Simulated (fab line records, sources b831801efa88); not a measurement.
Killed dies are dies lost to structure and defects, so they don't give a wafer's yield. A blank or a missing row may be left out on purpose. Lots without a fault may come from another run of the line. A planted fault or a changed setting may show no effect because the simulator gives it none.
fab line records | flow gf180mcu | part 1 of 2: steps 1 to 30 of 40
record lots=5 wafers=15 last_day=34
route steps=602 shown M1@317 V1@335
lots that met no fault: from a run of the same line without faults
start_h: hours from the record's first day to the start of the lot's first wafer shown | wait_h: hours since the lot's step before | " the same as in the row above | L1.1+2: a row that stands for several wafers | - no value, or no start given | * or withheld: withheld | < > ~ a bound
route shown NAME@n: a module of which the file shows steps, and the number in the route of the first | usual: mean/standard deviation of fault-free wafers | same: alike in all rows | chamber/n: place in a boat | sites: the reading at each site | _std_site: their standard deviation | _edge_site: outer sites' mean less inner sites' | radius_mm: how far each site lies from the wafer's centre | mask NAME#n: copy n | behind: the tool/chamber that last shaped the wafer | hold: why the lot was held/for how many hours/how that ended | device: the transistor (n, p or np) that didn't switch | end of line: the same wafers' tests at the end of the route | a step without rows: its recipe alone | killed: dies lost to structure and defects at the first sort, not the wafer's yield | map: a wafer's dies, x killed, . not, _ none there
set.NAME: the setting as run; set.NAME@STEP: as run at that earlier step | model.NAME: the simulator's own value behind a step, which no gauge read
lots at some steps of the route; a table a step, a row a wafer
services: from which hour (start_h, from the record's first day; less than 0 if before it) a tool's chamber was out of use, for how many hours, and why
## steps
# step GF_M1_SPUTTER_02
# recipe material=AlCu target_thk_nm=450 power_w=10600 time_s=23.9 chamber_pressure_pa=0.4
# usual throttle_valve_pct=30.3/0.72
# columns lot.wafer tool chamber start_h wait_h throttle_valve_pct
L078.1 pvd_sputter-01 - 399.43 0.0 30.1
L078.2 " - " " 29.7
L078.6 " - " " 29.6
L079.2 pvd_sputter-01 - 404.14 0.0 29.8
L079.4 " - " " 30.5
L079.6 " - " " 29.7
L084.1 pvd_sputter-03 - 455.25 0.0 29.3
L084.3 " - " " 30.1
L084.4 " - " " 29.7
L089.2 pvd_sputter-02 - 505.05 0.0 30.7
L089.3 " - " " 30.0
L089.4 " - " " 31.6
L097.1 pvd_sputter-01 - 561.48 0.0 30.8
L097.2 " - " " 31.1
L097.3 " - " " 29.5
# step GF_M1_SPUTTER_03
# recipe material=Ti target_thk_nm=10 substrate_temp_c=300 chamber_pressure_pa=0.3 power_w=3000 time_s=6.7
# usual throttle_valve_pct=30.3/0.76
# columns lot.wafer tool chamber start_h wait_h throttle_valve_pct
L078.1 pvd_sputter-01 - 399.46 0.0 30.1
L078.2 " - " " 29.4
L078.6 " - " " 29.5
L079.2 pvd_sputter-01 - 404.17 0.0 29.6
L079.4 " - " " 30.6
L079.6 " - " " 29.8
L084.1 pvd_sputter-03 - 455.28 0.0 29.3
L084.3 " - " " 30.3
L084.4 " - " " 29.4
L089.2 pvd_sputter-02 - 505.08 0.0 30.6
L089.3 " - " " 30.0
L089.4 " - " " 31.2
L097.1 pvd_sputter-01 - 561.51 0.0 30.8
L097.2 " - " " 31.1
L097.3 " - " " 29.6
# step GF_M1_SPUTTER_04
# recipe material=TiN target_thk_nm=50 power_w=6500 time_s=43.25 chamber_pressure_pa=0.4
# usual throttle_valve_pct=30.3/0.72
# columns lot.wafer tool chamber start_h wait_h throttle_valve_pct
L078.1 pvd_sputter-01 - 399.48 0.0 30.1
L078.2 " - " " 29.6
L078.6 " - " " 29.6
L079.2 pvd_sputter-01 - 404.19 0.0 29.5
L079.4 " - " " 30.5
L079.6 " - " " 29.7
L084.1 pvd_sputter-03 - 455.30 0.0 29.8
L084.3 " - " " 30.4
L084.4 " - " " 29.5
L089.2 pvd_sputter-02 - 505.10 0.0 30.7
L089.3 " - " " 30.0
L089.4 " - " " 31.3
L097.1 pvd_sputter-01 - 561.53 0.0 30.5
L097.2 " - " " 31.1
L097.3 " - " " 29.8
# step GF_M1_RS_MEAS_05
# recipe thk_meas_gauge=four-point-probe reads=TiN_of_M1_SPUTTER_04+Ti_of_M1_SPUTTER_03+AlCu_of_M1_SPUTTER_02+TiN_of_M1_SPUTTER_01+Ti_of_M1_SPUTTER_00
# usual M1_ALCU_RS=0.0698/0.00087
# columns lot.wafer tool chamber start_h wait_h M1_ALCU_RS[ohm/sq]
L078.1 film_metro-04 - 399.52 0.0 0.0715
L078.2 " - " " 0.0711
L078.6 " - " " 0.0711
L079.2 film_metro-02 - 404.25 0.0 0.0692
L079.4 " - " " 0.0692
L079.6 " - " " 0.0696
L084.1 film_metro-02 - 455.34 0.0 0.0700
L084.3 " - " " 0.0696
L084.4 " - " " 0.0682
L089.2 film_metro-02 - 505.16 0.0 0.0696
L089.3 " - " " 0.0698
L089.4 " - " " 0.0693
L097.1 film_metro-04 - 561.57 0.0 0.0682
L097.2 " - " " 0.0681
L097.3 " - " " 0.0688
# step GF_M1_THK_MEAS_06
# recipe thk_meas_gauge=xrf reads=AlCu_of_M1_SPUTTER_02
# usual M1_ALCU_THK=453/5.9
# columns lot.wafer tool chamber start_h wait_h M1_ALCU_THK[nm]
L078.1 film_metro-04 - 399.64 0.1 446
L078.2 " - " " 447
L078.6 " - " " 450
L079.2 film_metro-02 - 404.36 0.1 454
L079.4 " - " " 452
L079.6 " - " " 449
L084.1 film_metro-02 - 455.46 0.1 447
L084.3 " - " " 448
L084.4 " - " " 459
L089.2 film_metro-02 - 505.27 0.1 451
L089.3 " - " " 449
L089.4 " - " " 453
L097.1 film_metro-04 - 561.69 0.1 466
L097.2 " - " " 468
L097.3 " - " " 462
# step GF_M1_DEHYDRATE_07
# recipe temp_c=200 time_s=60
# columns lot.wafer tool chamber start_h wait_h
L078.1+2+6 litho_track-04 0 410.55 10.9
L079.2+4+6 litho_track-04 0 415.68 11.3
L084.1+3+4 litho_track-02 0 466.65 11.2
L089.2+3+4 litho_track-02 0 515.32 10.0
L097.1+2+3 litho_track-02 0 572.10 10.4
# step GF_M1_HMDS_08
# recipe prime_time_s=60 prime_temp_c=120
# columns lot.wafer tool chamber start_h wait_h
L078.1+2+6 litho_track-04 0 410.70 0.1
L079.2+4+6 litho_track-04 0 415.83 0.1
L084.1+3+4 litho_track-02 0 466.80 0.1
L089.2+3+4 litho_track-02 0 515.47 0.1
L097.1+2+3 litho_track-02 0 572.25 0.1
# step GF_M1_COAT_09
# recipe resist=KrF spin_rpm=withheld resist_thk_nm=1000
# columns lot.wafer tool chamber start_h wait_h
L078.1+2+6 litho_track-04 0 410.85 0.1
L079.2+4+6 litho_track-04 0 415.98 0.1
L084.1+3+4 litho_track-02 0 466.95 0.1
L089.2+3+4 litho_track-02 0 515.62 0.1
L097.1+2+3 litho_track-02 0 572.40 0.1
# step GF_M1_SOFTBAKE_10
# recipe temp_c=130 time_s=60 resist=KrF
# columns lot.wafer tool chamber start_h wait_h
L078.1+2+6 litho_track-04 0 411.00 0.1
L079.2+4+6 litho_track-04 0 416.13 0.1
L084.1+3+4 litho_track-02 0 467.10 0.1
L089.2+3+4 litho_track-02 0 515.77 0.1
L097.1+2+3 litho_track-02 0 572.55 0.1
# step GF_M1_EXPOSE_11
# recipe mask_id=Metal1 target_cd_nm=230 na=0.68 source_shape=conventional sigma_outer=0.6 dose_mj=28
# usual stage_vel_mm_s=500.04/0.25
# columns lot.wafer tool chamber start_h wait_h mask stage_vel_mm_s
L078.1 krf_scanner-01 0 - - Metal1#0 499.83
L078.2 " 0 " " Metal1#0 499.93
L078.6 " 0 " " Metal1#0 500.26
L079.2 krf_scanner-01 0 - - Metal1#0 500.23
L079.4 " 0 " " Metal1#0 499.95
L079.6 " 0 " " Metal1#0 500.23
L084.1 krf_scanner-02 0 - - Metal1#0 500.09
L084.3 " 0 " " Metal1#0 500.13
L084.4 " 0 " " Metal1#0 500.05
L089.2 krf_scanner-01 0 - - Metal1#0 499.54
L089.3 " 0 " " Metal1#0 499.87
L089.4 " 0 " " Metal1#0 499.64
L097.1 krf_scanner-02 0 - - Metal1#0 500.17
L097.2 " 0 " " Metal1#0 499.97
L097.3 " 0 " " Metal1#0 499.99
# step GF_M1_PEB_12
# recipe peb_temp_c=135 peb_time_s=90 resist=KrF
# columns lot.wafer tool chamber start_h wait_h
L078.1+2+6 litho_track-02 0 - -
L079.2+4+6 litho_track-03 0 - -
L084.1+3+4 litho_track-04 0 - -
L089.2+3+4 litho_track-02 0 - -
L097.1+2+3 litho_track-02 0 - -
# step GF_M1_DEVELOP_13
# recipe develop_time_s=60 dev_temp_c=21
# columns lot.wafer tool chamber start_h wait_h
L078.1+2+6 litho_track-02 0 422.45 0.2
L079.2+4+6 litho_track-03 0 428.48 0.2
L084.1+3+4 litho_track-04 0 478.90 0.2
L089.2+3+4 litho_track-02 0 528.37 0.2
L097.1+2+3 litho_track-02 0 583.20 0.2
# step GF_M1_CD_MEAS_14
# recipe target_cd_nm=230
# usual cd_nm=230.0/1
# columns lot.wafer tool chamber start_h wait_h cd_nm
L078.1 cd_sem-01 - 422.60 0.1 228.3
L078.2 " - " " 228.9
L078.6 " - " " 229.7
L079.2 cd_sem-01 - 428.63 0.1 230.9
L079.4 " - " " 230.3
L079.6 " - " " 231.1
L084.1 cd_sem-01 - 480.07 1.1 229.4
L084.3 " - " " 228.0
L084.4 " - " " 230.0
L089.2 cd_sem-02 - 528.52 0.1 229.5
L089.3 " - " " 229.5
L089.4 " - " " 228.8
L097.1 cd_sem-02 - 583.35 0.1 229.6
L097.2 " - " " 230.1
L097.3 " - " " 230.6
# step GF_M1_OVL_MEAS_15
# usual M1_OVL=-2/4.8
# columns lot.wafer tool chamber start_h wait_h M1_OVL[nm]
L078.1 overlay-01 - 422.72 0.1 -2
L078.2 " - " " -1
L078.6 " - " " -1
L079.2 overlay-01 - 428.74 0.1 -1
L079.4 " - " " 0
L079.6 " - " " -2
L084.1 overlay-01 - 480.19 0.1 -4
L084.3 " - " " -10
L084.4 " - " " 0
L089.2 overlay-01 - 528.62 0.1 -9
L089.3 " - " " -4
L089.4 " - " " -15
L097.1 overlay-02 - 583.47 0.1 -6
L097.2 " - " " -6
L097.3 " - " " -2
# step GF_M1_METAL_ETCH_16
# recipe chemistry=Cl2/BCl3 mask_material=KrF target_depth_nm=750.8 stop_on=SiO2 pressure_mtorr=8 icp_w=800 bias_w=140 Cl2_flow_sccm=80 bcl3_flow_sccm=40 time_s=125.1
# usual drypump_motor_current_A=5.7/0.4 he_backside_leak_sccm=3.45/0.18 oes_product_au=0.993/0.0056 rf_fwd_power_W=796.4/2.6 throttle_valve_pct=28.226/0.0093
# columns lot.wafer tool chamber start_h wait_h drypump_motor_current_A he_backside_leak_sccm oes_product_au rf_fwd_power_W rf_hours_counter_h throttle_valve_pct
L078.1 rie_metal-02 0 422.75 0.0 6.5 3.53 0.995 800.7 1 28.229
L078.2 " 1 " " 5.5 3.47 0.994 795.6 10 28.227
L078.6 " 0 " " 6.5 3.41 0.994 803.6 - 28.227
L079.2 rie_metal-01 0 428.77 0.0 5.2 3.57 0.998 794.5 7 28.220
L079.4 " 0 " " 5.3 3.56 0.996 794.1 - 28.229
L079.6 " 1 " " 5.9 3.38 0.982 794.5 - 28.231
L084.1 rie_metal-04 1 480.23 0.0 5.3 3.14 0.992 800.4 10 28.228
L084.3 " 1 " " 5.4 3.19 0.993 798.2 - 28.232
L084.4 " 0 " " 5.8 3.74 0.989 792.9 - 28.244
L089.2 rie_metal-01 0 528.65 0.0 5.2 3.62 0.992 792.5 9 28.225
L089.3 " 0 " " 5.3 3.51 0.997 797.2 - 28.216
L089.4 " 1 " " 5.9 3.38 0.983 798.3 - 28.230
L097.1 rie_metal-01 0 583.50 0.0 5.2 3.59 0.996 796.5 11 28.220
L097.2 " 1 " " 5.8 3.37 0.992 793.1 0 28.229
L097.3 " 1 " " 5.8 3.18 0.980 792.4 - 28.212
# step GF_M1_STRIP_17
# recipe chemistry=O2/N2 power_w=1400 pressure_mtorr=1500 platen_temp_c=250 o2_flow_sccm=3000 n2_flow_sccm=300 overash_fraction=0.5
# usual drypump_motor_current_A=5.6/0.32 heater_power_w=347/19 oes_product_au=0.536/0.0047 strip_time_to_endpoint_s=7.35/0.046
# columns lot.wafer tool chamber start_h wait_h drypump_motor_current_A heater_power_w oes_product_au rf_hours_counter_h strip_time_to_endpoint_s
L078.1 plasma_asher-04 1 422.88 0.1 5.4 335 0.527 79 7.34
L078.2 " 0 " " 5.5 343 0.526 79 7.29
L078.6 " 1 " " 5.5 331 0.525 - 7.36
L079.2 plasma_asher-03 0 428.89 0.1 5.9 364 0.539 61 7.30
L079.4 " 1 " " 5.3 363 0.532 - 7.34
L079.6 " 0 " " 5.9 359 0.536 - 7.42
L084.1 plasma_asher-02 0 480.36 0.1 6.2 307 0.538 5 7.37
L084.3 " 1 " " 5.4 325 0.538 - 7.34
L084.4 " 0 " " 6.2 317 0.534 - 7.37
L089.2 plasma_asher-02 1 528.78 0.1 5.3 332 0.535 10 7.24
L089.3 " 1 " " 5.3 343 0.531 - 7.26
L089.4 " 0 " " 6.2 301 0.528 - 7.35
L097.1 plasma_asher-04 0 583.63 0.1 5.5 347 0.541 95 7.28
L097.2 " 1 " " 5.4 335 0.528 95 7.39
L097.3 " 1 " " 5.4 330 0.535 - 7.37
# step GF_M1_STRIP_18
# recipe chemistry=post_etch_residue_remover time_s=1200 temp_c=72.5
# usual bath_heat_duty_pct=16.1/2.1
# columns lot.wafer tool chamber start_h wait_h bath_heat_duty_pct
L078.1 wet_bench-04 1 422.98 0.1 16.6
L078.2 " 1 " " 16.4
L078.6 " 1 " " 15.5
L079.2 wet_bench-02 3 428.99 0.1 18.3
L079.4 " 3 " " 17.1
L079.6 " 3 " " 16.9
L084.1 wet_bench-03 2 480.46 0.1 18.4
L084.3 " 2 " " 19.8
L084.4 " 2 " " 21.2
L089.2 wet_bench-02 0 528.88 0.1 13.7
L089.3 " 0 " " 13.6
L089.4 " 0 " " 13.1
L097.1 wet_bench-03 2 583.73 0.1 19.5
L097.2 " 2 " " 20.9
L097.3 " 2 " " 19.7
# step GF_M1_CLEAN_19
# recipe chemistry=DIW dry=n2_spin
# columns lot.wafer tool chamber start_h wait_h
L078.1+2+6 wet_bench-03 1 423.36 0.0
L079.2+4+6 wet_bench-03 1 429.37 0.0
L084.1+3+4 wet_bench-03 3 480.80 0.0
L089.2+3+4 wet_bench-04 1 529.26 0.0
L097.1+2+3 wet_bench-02 1 584.10 0.0
# step GF_V1_CVD_00
# recipe material=SiO2 target_thk_nm=600 sigma_open_frac=0.3 temp_c=400 time_s=100 sih4_flow_sccm=60 pressure_mtorr=6
# usual susceptor_temp_C=400.01/0.21
# columns lot.wafer tool chamber start_h wait_h susceptor_temp_C
L078.1 hdpcvd-02 0 423.45 0.0 399.89
L078.2 " 1 " " 399.94
L078.6 " 2 " " 400.14
L079.2 hdpcvd-02 0 429.46 0.0 399.93
L079.4 " 1 " " 400.12
L079.6 " 0 " " 400.46
L084.1 hdpcvd-01 2 480.93 0.0 400.26
L084.3 " 0 " " 400.02
L084.4 " 0 " " 399.97
L089.2 hdpcvd-01 2 529.35 0.0 400.12
L089.3 " 1 " " 399.71
L089.4 " 2 " " 400.11
L097.1 hdpcvd-02 2 584.20 0.0 399.78
L097.2 " 0 " " 399.91
L097.3 " 1 " " 400.01
# step GF_V1_THK_MEAS_01
# recipe reads=SiO2_of_V1_CVD_00
# usual V1_CVD_00_THK=602/6.4
# columns lot.wafer tool chamber start_h wait_h V1_CVD_00_THK[nm]
L078.1 film_metro-04 - 423.52 0.0 605
L078.2 " - " " 607
L078.6 " - " " 599
L079.2 film_metro-03 - 429.54 0.0 606
L079.4 " - " " 605
L079.6 " - " " 605
L084.1 film_metro-02 - 481.00 0.0 594
L084.3 " - " " 593
L084.4 " - " " 601
L089.2 film_metro-02 - 529.47 0.1 605
L089.3 " - " " 602
L089.4 " - " " 607
L097.1 film_metro-04 - 584.27 0.0 608
L097.2 " - " " 606
L097.3 " - " " 610
# step GF_V1_CVD_02
# recipe material=SiO2 target_thk_nm=850 precursor=TEOS temp_c=400 time_s=94.851 rf_w=600
# usual heater_power_w=681/94 rf_fwd_power_W=596.7/2.2 susceptor_temp_C=400.03/0.21
# columns lot.wafer tool chamber start_h wait_h heater_power_w rf_fwd_power_W susceptor_temp_C
L078.1 pecvd-02 1 423.58 0.1 686 597.5 399.97
L078.2 " 2 " " 646 599.1 400.23
L078.6 " 2 " " 677 600.0 400.34
L079.2 pecvd-04 2 429.59 0.0 589 592.5 400.07
L079.4 " 0 " " 710 596.6 400.16
L079.6 " 1 " " 903 597.6 399.68
L084.1 pecvd-01 0 481.06 0.1 655 591.7 400.38
L084.3 " 1 " " 649 594.4 400.11
L084.4 " 2 " " 602 598.7 399.90
L089.2 pecvd-04 2 529.52 0.0 536 594.5 399.94
L089.3 " 1 " " 841 594.8 400.00
L089.4 " 0 " " 692 601.0 399.91
L097.1 pecvd-01 0 584.33 0.1 642 596.5 400.03
L097.2 " 1 " " 749 594.4 400.01
L097.3 " 2 " " 721 593.7 400.03
# step GF_V1_THK_MEAS_03
# recipe reads=SiO2_of_V1_CVD_02
# usual V1_CVD_02_THK=849/11
# columns lot.wafer tool chamber start_h wait_h V1_CVD_02_THK[nm]
L078.1 film_metro-03 - 423.65 0.0 829
L078.2 " - " " 829
L078.6 " - " " 854
L079.2 film_metro-03 - 429.67 0.0 841
L079.4 " - " " 857
L079.6 " - " " 848
L084.1 film_metro-03 - 481.13 0.0 841
L084.3 " - " " 848
L084.4 " - " " 850
L089.2 film_metro-04 - 529.59 0.0 844
L089.3 " - " " 841
L089.4 " - " " 851
L097.1 film_metro-03 - 584.40 0.0 843
L097.2 " - " " 839
L097.3 " - " " 848
# step GF_V1_CMP_04
# recipe material=SiO2 down_force_psi=4 platen_rpm=60 pad_velocity_m_s=0.94248
# usual motor_current_A=12.0/1.5 time_to_endpoint_s=74/5.8
# columns lot.wafer tool chamber start_h wait_h motor_current_A time_to_endpoint_s
L078.2 cmp-02 2 423.81 0.1 11.8 71
L078.1 " 3 " " 10.5 74
L078.6 " 1 " " 8.8 81
L079.4 cmp-01 3 429.72 0.0 10.4 75
L079.2 " 0 " " 13.4 73
L079.6 " 3 " " 10.5 72
L084.1 cmp-01 2 481.30 0.2 12.0 79
L084.4 " 3 " " 10.4 77
L084.3 " 0 " " 13.5 77
L089.4 cmp-02 2 529.89 0.3 12.0 75
L089.2 " 0 " " 14.5 73
L089.3 " 1 " " 9.5 72
L097.1 cmp-01 2 584.46 0.1 12.5 72
L097.3 " 3 " " 10.0 73
L097.2 " 1 " " 14.2 66
# step GF_V1_BOW_MEAS_05
# recipe mode=bow
# usual V1_BOW=84/8
# columns lot.wafer tool chamber start_h wait_h V1_BOW[um]
L078.1 film_metro-04 - 424.01 0.1 82
L078.2 " - " " 88
L078.6 " - " " 82
L079.2 film_metro-03 - 430.04 0.2 94
L079.4 " - " " 97
L079.6 " - " " 85
L084.1 film_metro-03 - 481.60 0.2 84
L084.3 " - " " 91
L084.4 " - " " 87
L089.2 film_metro-03 - 530.21 0.2 96
L089.3 " - " " 91
L089.4 " - " " 95
L097.1 film_metro-04 - 584.76 0.2 82
L097.2 " - " " 92
L097.3 " - " " 67
# step GF_V1_DEHYDRATE_06
# recipe temp_c=200 time_s=60
# columns lot.wafer tool chamber start_h wait_h
L078.1+2+6 litho_track-01 0 435.12 11.1
L079.2+4+6 litho_track-03 0 440.68 10.6
L084.1+3+4 litho_track-01 0 492.47 10.9
L089.2+3+4 litho_track-03 0 540.33 10.1
L097.1+2+3 litho_track-03 0 594.56 9.8
# step GF_V1_HMDS_07
# recipe prime_time_s=60 prime_temp_c=120
# columns lot.wafer tool chamber start_h wait_h
L078.1+2+6 litho_track-01 0 435.27 0.1
L079.2+4+6 litho_track-03 0 440.83 0.1
L084.1+3+4 litho_track-01 0 492.62 0.1
L089.2+3+4 litho_track-03 0 540.48 0.1
L097.1+2+3 litho_track-03 0 594.71 0.1
# step GF_V1_COAT_08
# recipe resist=BARC temp_c=withheld time_s=withheld spin_rpm=withheld resist_thk_nm=withheld
# columns lot.wafer tool chamber start_h wait_h
L078.1+2+6 litho_track-01 0 435.42 0.1
L079.2+4+6 litho_track-03 0 440.98 0.1
L084.1+3+4 litho_track-01 0 492.77 0.1
L089.2+3+4 litho_track-03 0 540.63 0.1
L097.1+2+3 litho_track-03 0 594.86 0.1
# step GF_V1_COAT_09
# recipe resist=KrF spin_rpm=withheld resist_thk_nm=1000
# columns lot.wafer tool chamber start_h wait_h
L078.1+2+6 litho_track-01 0 - -
L079.2+4+6 litho_track-03 0 - -
L084.1+3+4 litho_track-01 0 - -
L089.2+3+4 litho_track-03 0 - -
L097.1+2+3 litho_track-03 0 - -
# step GF_V1_SOFTBAKE_10
# recipe temp_c=130 time_s=60 resist=KrF
# columns lot.wafer tool chamber start_h wait_h
L078.1+2+6 litho_track-01 0 - -
L079.2+4+6 litho_track-03 0 - -
L084.1+3+4 litho_track-01 0 - -
L089.2+3+4 litho_track-03 0 - -
L097.1+2+3 litho_track-03 0 - -
# step GF_V1_EXPOSE_11
# recipe mask_id=Via1 target_cd_nm=260 na=0.68 source_shape=conventional sigma_outer=0.6 dose_mj=38
# usual stage_vel_mm_s=500.06/0.22
# columns lot.wafer tool chamber start_h wait_h mask stage_vel_mm_s
L078.1 krf_scanner-01 0 - - Via1#0 500.29
L078.2 " 0 " " Via1#0 499.81
L078.6 " 0 " " Via1#0 500.35
L079.2 krf_scanner-01 0 - - Via1#0 499.79
L079.4 " 0 " " Via1#0 500.24
L079.6 " 0 " " Via1#0 500.03
L084.1 krf_scanner-02 0 - - Via1#0 499.88
L084.3 " 0 " " Via1#0 500.20
L084.4 " 0 " " Via1#0 500.04
L089.2 krf_scanner-01 0 - - Via1#0 499.92
L089.3 " 0 " " Via1#0 499.93
L089.4 " 0 " " Via1#0 499.65
L097.1 krf_scanner-02 0 - - Via1#0 499.78
L097.2 " 0 " " Via1#0 499.54
L097.3 " 0 " " Via1#0 500.12
